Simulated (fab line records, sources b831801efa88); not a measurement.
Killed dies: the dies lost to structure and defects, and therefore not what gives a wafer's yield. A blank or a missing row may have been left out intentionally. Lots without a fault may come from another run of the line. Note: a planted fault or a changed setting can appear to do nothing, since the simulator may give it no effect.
fab line records | flow sky130
record: lots: 7 | wafers: 18 | lastDay: 50
route steps=708 shown VT_ADJUST_LVTN@113 VT_ADJUST_NCORE@119 PAD_OPEN@708
lots that met no fault: from a run of the same line without faults
startH: hours from the record's first day to the start of the lot's first wafer shown | waitH: hours from the lot's prior step to this one | " the same as in the row above | L1.1+2: a single row standing in for several wafers | - no value present, or no start provided | * or withheld: withheld | < > ~ a bound
route shown NAME@n: a module of which the file shows steps, and the number in the route of the first | usual: average and standard deviation across the fault-free wafers | same: alike in all rows | chamber/n: place in a boat | sites: per-site readings | _std_site: their standard deviation | _edge_site: the outer-site mean with the inner-site mean subtracted | radiusMm: how far each site lies from the wafer's centre | mask NAME#n: copy n | behind: tool/chamber where the wafer was last shaped | hold: cause of the lot's hold/its duration in hours/its outcome | device: the transistor (n, p or np) that didn't switch | end of line: at the end of the route, the tests of the same wafers | step lacking rows: just its recipe | killed: dies lost to structure and defects at the first sort, not the wafer's yield | map: a wafer's dies, marking killed ones x, the rest . and places with no die _
set.NAME: the setting the step ran with; set.NAME@STEP: the setting that earlier step ran with | model.NAME: the simulator's own value behind a step, which no gauge read
a table for each step, a row for each wafer; lots at some steps of the route
services: the hour from which a tool's chamber was out of use, counted from the record's first day as startH (under 0 if before that day), plus the number of hours and why
== steps ==
step: SKY_VT_ADJUST_LVTN_PEB_16
recipe: tempC: withheld | timeS: * | resist: NOVOLAK
step: SKY_VT_ADJUST_LVTN_DEVELOP_17
recipe: resist: NOVOLAK | developer: TMAH | developTimeS: 60 | devTempC: 23
step: SKY_VT_ADJUST_LVTN_OVL_MEAS_18
usual: VT_ADJUST_LVTN_01_OVL: -0.6/1.5
lot.wafer | tool       | chamber | startH | waitH | VT_ADJUST_LVTN_01_OVL[nm]
L824.1    | overlay-02 | -       | 162.48 | 0.1   | 1.4
L824.4    | "          | -       | "      | "     | 1.6
L824.6    | "          | -       | "      | "     | 0.7
L825.1    | overlay-02 | -       | 166.08 | 0.1   | -3.4
L825.2    | "          | -       | "      | "     | -3.2
L825.3    | "          | -       | "      | "     | -3.1
L831.4    | overlay-01 | -       | 212.58 | 0.1   | -1.8
L831.5    | "          | -       | "      | "     | 0.3
L834.2    | overlay-02 | -       | 226.37 | 0.1   | -1.7
L834.5    | "          | -       | "      | "     | 0.3
L835.2    | overlay-02 | -       | 236.29 | 0.1   | 0.0
L835.4    | "          | -       | "      | "     | 0.8
L838.1    | overlay-01 | -       | 252.52 | 0.1   | -2.1
L838.3    | "          | -       | "      | "     | 0.2
L838.6    | "          | -       | "      | "     | -0.4
L846.1    | overlay-02 | -       | 309.17 | 0.1   | -2.0
L846.3    | "          | -       | "      | "     | 0.2
L846.5    | "          | -       | "      | "     | 0.6
step: SKY_VT_ADJUST_LVTN_IMPLANT_19
recipe: species: B | energyKev: 30 | doseCm2: 6.5e+11 | tiltDeg: withheld
step: SKY_VT_ADJUST_LVTN_STRIP_20
recipe: chemistry: O2/N2 | powerW: 1400 | pressureMtorr: 1500 | platenTempC: withheld | o2FlowSccm: 3000 | n2FlowSccm: 300 | overashFraction: 0.5
usual: drypumpMotorCurrentA: 5.7/0.5 | oesProductAu: 0.716/0.0042 | stripTimeToEndpointS: 14.18/0.042
lot.wafer | tool           | chamber | startH | waitH | drypumpMotorCurrentA | oesProductAu | rfHoursCounterH | stripTimeToEndpointS
L824.1    | plasmaAsher-03 | 0       | 162.67 | 0.1   | 6.4                  | 0.709        | 34              | 14.19
L824.4    | "              | 0       | "      | "     | 6.4                  | 0.713        | -               | 14.21
L824.6    | "              | 0       | "      | "     | 6.4                  | 0.718        | -               | 14.25
L825.1    | plasmaAsher-02 | 0       | 166.27 | 0.1   | 5.5                  | 0.714        | 49              | 14.19
L825.2    | "              | 1       | "      | "     | 5.4                  | 0.715        | 49              | 14.21
L825.3    | "              | 1       | "      | "     | 5.5                  | 0.712        | -               | 14.17
L831.4    | plasmaAsher-02 | 0       | 212.78 | 0.1   | 5.5                  | 0.722        | -               | 14.16
L831.5    | "              | 1       | "      | "     | 5.4                  | 0.713        | -               | 14.15
L834.2    | plasmaAsher-01 | 0       | 226.55 | 0.1   | 6.6                  | 0.715        | 10              | 14.17
L834.5    | "              | 1       | "      | "     | 5.4                  | 0.719        | -               | 14.13
L835.2    | plasmaAsher-02 | 0       | 236.47 | 0.1   | 5.5                  | 0.710        | 56              | 14.25
L835.4    | "              | 1       | "      | "     | 5.4                  | 0.717        | -               | 14.24
L838.1    | plasmaAsher-02 | 1       | 252.70 | 0.1   | 5.4                  | 0.719        | 58              | 14.24
L838.3    | "              | 0       | "      | "     | 5.5                  | 0.703        | -               | 14.17
L838.6    | "              | 1       | "      | "     | 5.4                  | 0.725        | -               | 14.20
L846.1    | plasmaAsher-02 | 0       | 309.35 | 0.1   | 5.5                  | 0.721        | 62              | 14.16
L846.3    | "              | 1       | "      | "     | 5.4                  | 0.717        | -               | 14.19
L846.5    | "              | 0       | "      | "     | 5.5                  | 0.716        | -               | 14.22
step: SKY_VT_ADJUST_LVTN_TW_MEAS_21
usual: VT_ADJUST_LVTN_2_TW: 187.9/1.4
lot.wafer | tool         | chamber | startH | waitH | VT_ADJUST_LVTN_2_TW
L824.1    | filmMetro-04 | -       | 162.77 | 0.1   | 185.9
L824.4    | "            | -       | "      | "     | 186.4
L824.6    | "            | -       | "      | "     | 186.2
L825.1    | filmMetro-04 | -       | 166.37 | 0.1   | 186.4
L825.2    | "            | -       | "      | "     | 186.8
L825.3    | "            | -       | "      | "     | 186.8
L831.4    | filmMetro-04 | -       | 212.88 | 0.1   | 185.6
L831.5    | "            | -       | "      | "     | 185.9
L834.2    | filmMetro-04 | -       | 226.66 | 0.1   | 186.2
L834.5    | "            | -       | "      | "     | 186.6
L835.2    | filmMetro-04 | -       | 236.58 | 0.1   | 187.4
L835.4    | "            | -       | "      | "     | 187.3
L838.1    | filmMetro-03 | -       | 252.80 | 0.1   | 189.4
L838.3    | "            | -       | "      | "     | 189.8
L838.6    | "            | -       | "      | "     | 190.0
L846.1    | filmMetro-04 | -       | 309.45 | 0.1   | 187.2
L846.3    | "            | -       | "      | "     | 187.1
L846.5    | "            | -       | "      | "     | 187.0
step: SKY_VT_ADJUST_NCORE_DEHYDRATE_00
recipe: tempC: 200 | timeS: 60
step: SKY_VT_ADJUST_NCORE_HMDS_01
recipe: primeTimeS: 60 | primeTempC: 120
step: SKY_VT_ADJUST_NCORE_COAT_02
recipe: resist: NOVOLAK | spinRpm: 3000 | resistThkNm: 1140
step: SKY_VT_ADJUST_NCORE_SOFTBAKE_03
recipe: tempC: 90 | timeS: 60 | resist: NOVOLAK
step: SKY_VT_ADJUST_NCORE_EXPOSE_04
recipe: maskId: LVTN_COMPLEMENT_THIN | na: 0.6 | sourceShape: conventional | sigmaOuter: 0.6 | polarization: unpolarized | targetCdNm: 380 | doseMj: 139
step: SKY_VT_ADJUST_NCORE_PEB_05
recipe: tempC: withheld | timeS: * | resist: NOVOLAK
step: SKY_VT_ADJUST_NCORE_DEVELOP_06
recipe: resist: NOVOLAK | developer: TMAH | developTimeS: 60 | devTempC: 23
lot.wafer  | tool          | chamber | startH | waitH
L824.1+4+6 | lithoTrack-04 | 0       | 183.27 | 0.1
L825.1+2+3 | lithoTrack-03 | 0       | 187.62 | 0.1
L831.4+5   | lithoTrack-01 | 0       | 234.14 | 0.1
L834.2+5   | lithoTrack-01 | 0       | 249.54 | 0.1
L835.2+4   | lithoTrack-01 | 0       | 260.19 | 0.1
L838.1+3+6 | lithoTrack-04 | 0       | 276.52 | 0.1
L846.1+3+5 | lithoTrack-04 | 0       | 334.82 | 0.1
step: SKY_VT_ADJUST_NCORE_CD_MEAS_07
recipe: targetCdNm: 380
usual: cdNm: 380.2/2.7
lot.wafer | tool     | chamber | startH | waitH | cdNm
L824.1    | cdSem-01 | -       | 183.42 | 0.1   | 380.1
L824.4    | "        | -       | "      | "     | 380.2
L824.6    | "        | -       | "      | "     | 381.0
L825.1    | cdSem-01 | -       | 187.77 | 0.1   | 377.7
L825.2    | "        | -       | "      | "     | 378.6
L825.3    | "        | -       | "      | "     | 377.4
L831.4    | cdSem-01 | -       | 234.27 | 0.1   | 311.6
L831.5    | "        | -       | "      | "     | 312.3
L834.2    | cdSem-02 | -       | 249.69 | 0.1   | 381.4
L834.5    | "        | -       | "      | "     | 308.3
L835.2    | cdSem-01 | -       | 260.33 | 0.1   | 381.1
L835.4    | "        | -       | "      | "     | 308.5
L838.1    | cdSem-01 | -       | 276.67 | 0.1   | 382.8
L838.3    | "        | -       | "      | "     | 382.0
L838.6    | "        | -       | "      | "     | 379.3
L846.1    | cdSem-02 | -       | 334.97 | 0.1   | 380.5
L846.3    | "        | -       | "      | "     | 378.4
L846.5    | "        | -       | "      | "     | 378.1
step: SKY_VT_ADJUST_NCORE_OVL_MEAS_08
usual: VT_ADJUST_NCORE_OVL: 0.1/1.4
lot.wafer | tool       | chamber | startH | waitH | VT_ADJUST_NCORE_OVL[nm]
L824.1    | overlay-01 | -       | 183.54 | 0.1   | 1.9
L824.4    | "          | -       | "      | "     | 0.8
L824.6    | "          | -       | "      | "     | 0.2
L825.1    | overlay-02 | -       | 187.89 | 0.1   | 1.1
L825.2    | "          | -       | "      | "     | 0.2
L825.3    | "          | -       | "      | "     | -0.1
L831.4    | overlay-01 | -       | 234.35 | 0.1   | 0.3
L831.5    | "          | -       | "      | "     | 0.9
L834.2    | overlay-02 | -       | 249.79 | 0.1   | -0.6
L834.5    | "          | -       | "      | "     | -1.6
L835.2    | overlay-02 | -       | 260.44 | 0.1   | -0.1
L835.4    | "          | -       | "      | "     | 0.5
L838.1    | overlay-02 | -       | 276.79 | 0.1   | 2.7
L838.3    | "          | -       | "      | "     | 2.3
L838.6    | "          | -       | "      | "     | 2.1
L846.1    | overlay-01 | -       | 335.09 | 0.1   | -0.7
L846.3    | "          | -       | "      | "     | 1.3
L846.5    | "          | -       | "      | "     | 1.0
step: SKY_PAD_OPEN_PROBE_99
usual: killed_at_M0_to_M3: 42/6.1 | killed_at_M4_up: 3.4/2 | killedAtContacts: 23/4.8 | killedAtFrontEnd: 15/3.8 | killedAtOther: 0.3/0.48 | killedDies: 84/8.5 | killedOpen: 46/6.8 | killedShort: 38/6.2
same: grossDies: 492 | killedAtBackSide: 0
lot.wafer | tool      | chamber | startH  | waitH | killed_at_M0_to_M3 | killed_at_M4_up | killedAtContacts | killedAtFrontEnd | killedAtOther | killedDies | killedOpen | killedShort
L831.4    | prober-02 | -       | 1125.24 | 0.2   | 40                 | 1               | 20               | 24               | 0             | 85         | 50         | 35
L831.5    | prober-02 | -       | 1125.29 | 0.2   | 33                 | 2               | 15               | 21               | 0             | 71         | 42         | 29
killed by level:class
L831.4 FIELD_ISO:geometricParticle:short=9 VIA1:geometricParticle:open=9 CONTACT:geometricParticle:open=8 POLY_GATE:geometricParticle:short=6 VIA2:geometricParticle:open=6 VIA3:geometricParticle:open=6 LI_CONTACT:geometricParticle:open=5 FIELD_ISO:geometricParticle:open=4
L831.5 VIA1:geometricParticle:open=12 FIELD_ISO:geometricParticle:open=8 FIELD_ISO:geometricParticle:short=6 LI_CONTACT:geometricParticle:open=4 VIA2:geometricParticle:open=4 VIA3:geometricParticle:open=4 LOCAL_INTERCONNECT:geometricParticle:short=3 CONTACT:geometricParticle:open=3
== services ==
tool           | chamber | startH | hours | kind
plasmaAsher-03 | -       | 181.63 | 1.3   | repair
plasmaAsher-01 | -       | 184.97 | 2.3   | repair
plasmaAsher-01 | -       | 246.70 | 2.5   | repair
== key ==
firstSign: step: SKY_VT_ADJUST_NCORE_CD_MEAS_07 | reading: cdNm | direction: down | sigmas: 26 | usual: 380.2 | struck: 310.2
effect none on later readings
metAt SKY_VT_ADJUST_NCORE_DEVELOP_06
struckWafers L831.4,L831.5,L834.5,L835.4
testerLeftOut L831,L834,L835
fault: kind: processParameterDrift | tool: lithoTrack-01 | chamber: - | onsetH: 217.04 | steps: SKY_VT_ADJUST_NCORE_DEVELOP_06 | channel: developTimeS | offset: * | shape: step | endH: 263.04 | scope: struckWafersOnly | actsIn: * | stated: *
testerLeftOut: of these lots the tester's yield and bins aren't shown, on N5 and GAA mostly nor the transistor test; their killed dies are dies lost to structure and defects alone, not to doping, threshold or leakage, so they don't give the yield
